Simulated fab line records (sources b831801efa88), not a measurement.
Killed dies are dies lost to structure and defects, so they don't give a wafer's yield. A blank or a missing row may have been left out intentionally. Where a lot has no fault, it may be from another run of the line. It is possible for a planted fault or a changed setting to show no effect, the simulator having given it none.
2 desks looking at one fault | flow sky130 | only its own numbers are on each desk; what lay behind them is given at the end

== TOOL OWNER'S DESK, rieMetal-04 ==
The tool's own readings at SKY_METAL2_METAL_ETCH_19 (etches the open film in Cl2/BCl3, stops on SiO2, target depth 360 nm, time 78 s): means of the sampled wafers that have a number, for each lot that ran on this tool. A lot is out of limits, marked OUT, if its mean lies more than 4 standard deviations from the usual mean; the brackets give that distance.
Columns: A = biasW at SKY_METAL2_METAL_ETCH_19, usual 48.53 W; B = drypumpMotorCurrentA at SKY_METAL2_METAL_ETCH_19, usual 5.9 A; C = oesProductAu at SKY_METAL2_METAL_ETCH_19, usual 0.856 a.u.; D = throttleValvePct at SKY_METAL2_METAL_ETCH_19, usual 22.265 %
lot  | first seen here | A     | B   | C     | D
L132 | day 35 10:06    | 48.66 | 6.1 | 0.858 | 22.266
L133 | day 36 08:33    | 48.53 | 6.0 | 0.864 | 22.262
L135 | day 36 16:07    | 48.42 | 6.0 | 0.854 | 22.276
L138 | day 37 15:47    | 48.67 | 5.5 | 0.848 | 22.270
This desk's verdict: no lot among the 4 shows anything out of limits.

== FROM THE METROLOGY DESK ==
What the gauges read, lot by lot, whatever tool the lot ran on: means of the sampled wafers that have a number. A lot is out of limits, marked OUT, if its mean lies more than 4 standard deviations from the usual mean; the brackets give that distance.
Columns: A = VIA2_HDPCVD_THK at SKY_VIA2_THK_MEAS_01, usual 1176 nm
lot  | first seen here | A
L132 | day 35 10:58    | 1190
L133 | day 36 09:22    | 1173
L135 | day 36 17:08    | 1180
L137 | day 37 16:17    | 1170
L138 | day 37 16:38    | 1160
L139 | day 37 22:25    | 1172
L140 | day 38 15:35    | 1173
L146 | day 40 19:14    | 1170
L148 | day 40 21:09    | 1168
L149 | day 41 02:31    | 1173
L153 | day 41 21:50    | 1153
L152 | day 41 21:58    | 1172
L154 | day 42 02:49    | 1188
This desk's verdict: no lot among the 13 shows anything out of limits.

== TAKEN TOGETHER ==
Nothing out of limits was seen by the tool owner's desk.
The metrology desk saw nothing out of limits.

== WHAT HAD BEEN PUT IN BY THE SIMULATOR ==
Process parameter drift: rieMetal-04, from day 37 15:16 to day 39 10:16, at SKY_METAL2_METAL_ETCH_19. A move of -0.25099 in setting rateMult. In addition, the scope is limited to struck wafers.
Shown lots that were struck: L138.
